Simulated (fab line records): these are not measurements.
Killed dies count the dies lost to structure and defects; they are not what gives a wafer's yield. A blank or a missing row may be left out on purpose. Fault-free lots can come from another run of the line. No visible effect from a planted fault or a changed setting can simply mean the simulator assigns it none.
Chamber matching + flow gf180mcu + 4 sister chambers for GF_V1_CMP_26 on cmp-02
The step polishes, stops on SiO2, t overpolish 15 s, target thk 0 nm. 33 wafers are shown with their chamber, then 12 later ones without.

== WAFERS PAIRED WITH THEIR CHAMBERS ==
| wafer  | chamber | motor_current_A (A) | time_to_endpoint_s (s) | overpolish_run_s (s) |
|--------|---------|---------------------|------------------------|----------------------|
| L075.2 | 0       | 10.4                | 87                     | 15.007               |
| L075.5 | 0       | 10.4                | 89                     | 15.003               |
| L075.6 | 3       | 11.3                | 91                     | 15.003               |
| L076.3 | 1       | 10.4                | 89                     | 15.004               |
| L076.4 | 3       | 11.1                | 90                     | 14.993               |
| L076.6 | 0       | 10.5                | 83                     | 14.992               |
| L078.1 | 1       | 11.1                | 91                     | 15.000               |
| L078.2 | 2       | 10.4                | 88                     | 15.011               |
| L078.5 | 1       | 11.4                | 91                     | 15.017               |
| L080.3 | 1       | 11.4                | 85                     | 14.999               |
| L080.4 | 0       | 10.5                | 82                     | 14.998               |
| L080.5 | 1       | 11.3                | 86                     | 14.999               |
| L081.1 | 1       | 11.5                | 86                     | 15.004               |
| L081.4 | 2       | 10.4                | 85                     | 15.010               |
| L081.6 | 0       | 10.6                | 85                     | 14.999               |
| L083.3 | 3       | 10.9                | 89                     | 15.003               |
| L083.4 | 1       | 11.8                | 89                     | 15.005               |
| L083.6 | 2       | 9.6                 | 89                     | 14.994               |
| L084.2 | 0       | 10.3                | 84                     | 15.011               |
| L084.4 | 1       | 11.3                | 86                     | 14.997               |
| L084.5 | 0       | 10.5                | 85                     | 15.007               |
| L086.2 | 2       | 9.4                 | 89                     | 15.004               |
| L086.4 | 3       | 11.1                | 95                     | 14.985               |
| L086.5 | 0       | 10.2                | 87                     | 14.990               |
| L090.2 | 3       | 11.3                | 95                     | 14.988               |
| L090.5 | 3       | 10.6                | 94                     | 15.008               |
| L090.6 | 2       | 9.7                 | 85                     | 15.000               |
| L091.1 | 3       | 11.6                | 90                     | 14.990               |
| L091.2 | 1       | 11.0                | 85                     | 15.000               |
| L091.3 | 0       | 10.7                | 90                     | 15.002               |
| L092.2 | 2       | 10.0                | 90                     | 15.002               |
| L092.5 | 1       | 11.2                | 89                     | 14.996               |
| L092.6 | 0       | 10.4                | 94                     | 14.997               |

SIGNATURES (averages over the wafers above)
| reading            | chamber 0 | chamber 1 | chamber 2 | chamber 3 | scatter within a chamber |
|--------------------|-----------|-----------|-----------|-----------|--------------------------|
| motor_current_A    | 10.450    | 11.240    | 9.917     | 11.129    | 0.317                    |
| time_to_endpoint_s | 86.60     | 87.70     | 87.67     | 92.00     | 2.83                     |
| overpolish_run_s   | 15.00060  | 15.00210  | 15.00350  | 14.99571  | 0.00697                  |
Rule: for a wafer and a chamber, the distance is found by dividing, reading by reading, the gap between the wafer's reading and the chamber's mean by the reading's scatter, squaring, summing and taking the root. If the next closest chamber is less than 2 further off than the closest, the wafer can't be placed; otherwise it belongs to the closest. How the scatter is found: for the shown wafers, subtract from each reading the mean of its chamber, square and add these, divide the total by (wafers less chambers), then take the root.

== WAFERS WITH NO CHAMBER GIVEN ==
| wafer  | motor_current_A (A) | time_to_endpoint_s (s) | overpolish_run_s (s) |
|--------|---------------------|------------------------|----------------------|
| L093.1 | 11.0                | 85                     | 15.003               |
| L093.2 | 11.1                | 83                     | 14.992               |
| L093.5 | 10.1                | 80                     | 14.979               |
| L094.1 | 10.3                | 82                     | 15.010               |
| L094.4 | 11.5                | 89                     | 14.992               |
| L094.6 | 11.5                | 86                     | 14.999               |
| L095.1 | 11.9                | 88                     | 15.005               |
| L095.5 | 11.8                | 83                     | 14.995               |
| L095.6 | 10.7                | 85                     | 15.007               |
| L096.2 | 10.5                | 81                     | 15.004               |
| L096.3 | 11.1                | 85                     | 14.993               |
| L096.5 | 10.8                | 80                     | 15.000               |

== CHAMBER TAKEN BY EACH ==
| wafer  | from the rows above               | in truth |
|--------|-----------------------------------|----------|
| L093.1 | can't be placed: 1 or 0 or 3      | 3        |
| L093.2 | can't be placed: 1 or 0 or 3      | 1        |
| L093.5 | can't be placed: 0 or 2 or 1 or 3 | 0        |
| L094.1 | can't be placed: 0 or 2 or 1      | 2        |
| L094.4 | can't be placed: 3 or 1 or 0      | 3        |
| L094.6 | can't be placed: 1 or 3           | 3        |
| L095.1 | can't be placed: 1 or 3           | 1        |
| L095.5 | can't be placed: 1 or 3 or 0      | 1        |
| L095.6 | can't be placed: 0 or 1 or 2 or 3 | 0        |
| L096.2 | can't be placed: 0 or 2 or 1      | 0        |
| L096.3 | can't be placed: 1 or 0 or 3      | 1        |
| L096.5 | can't be placed: 0 or 1 or 2 or 3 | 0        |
Correct placement for 0 of the 12. These rows do not allow placing 12 (true chamber among the candidates in 12). Number placed wrongly: 0.
